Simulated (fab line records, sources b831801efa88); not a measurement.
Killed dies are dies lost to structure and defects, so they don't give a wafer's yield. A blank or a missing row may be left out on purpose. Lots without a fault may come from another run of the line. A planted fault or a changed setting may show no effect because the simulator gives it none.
Which tool did it? | flow sky130 | 7 lots, 21 wafers sampled, at 1 step of a route of 708

WHAT THE GAUGES READ, wafer by wafer
SKY_FIELD_ISO_THK_MEAS_25.
lot  | measured    | on            | FIELD_ISO_CVD_24_THK (nm)
L382 | day 2 15:02 | film_metro-01 | 599 601 599
L386 | day 3 10:32 | film_metro-02 | 585 592 591
L389 | day 4 00:25 | film_metro-01 | 599 600 609
L395 | day 5 09:17 | film_metro-01 | 593 585 585
L400 | day 6 10:41 | film_metro-01 | 592 588 604
L402 | day 6 22:16 | film_metro-01 | 581 591 586
L404 | day 7 12:11 | film_metro-02 | 604 584 610

WHICH TOOL RAN EACH LOT (tool, then ch and the chambers of the sampled wafers, then the start)
The record holds no process step before these readings.

THE ANSWER, worked out from the rows above alone
Rule: what is usual is taken from the lots themselves. Put in order of their means at a reading, lots are off if they are a third of the lots or fewer, leave a main group of 4 or more, and stand apart from it by a gap of 3 or more times the standard deviation of the main group's means; of several such gaps the widest counts. A main group whose means are all the same, to the digits that the tables above print for the reading, isn't used. A lot without any number at a reading at which 4 lots or more have one is off too. The other lots that the step has rows for count as sound.
No lot is off at any reading shown: from this, nothing can be told.

WHAT THE SIMULATOR HAD PUT IN
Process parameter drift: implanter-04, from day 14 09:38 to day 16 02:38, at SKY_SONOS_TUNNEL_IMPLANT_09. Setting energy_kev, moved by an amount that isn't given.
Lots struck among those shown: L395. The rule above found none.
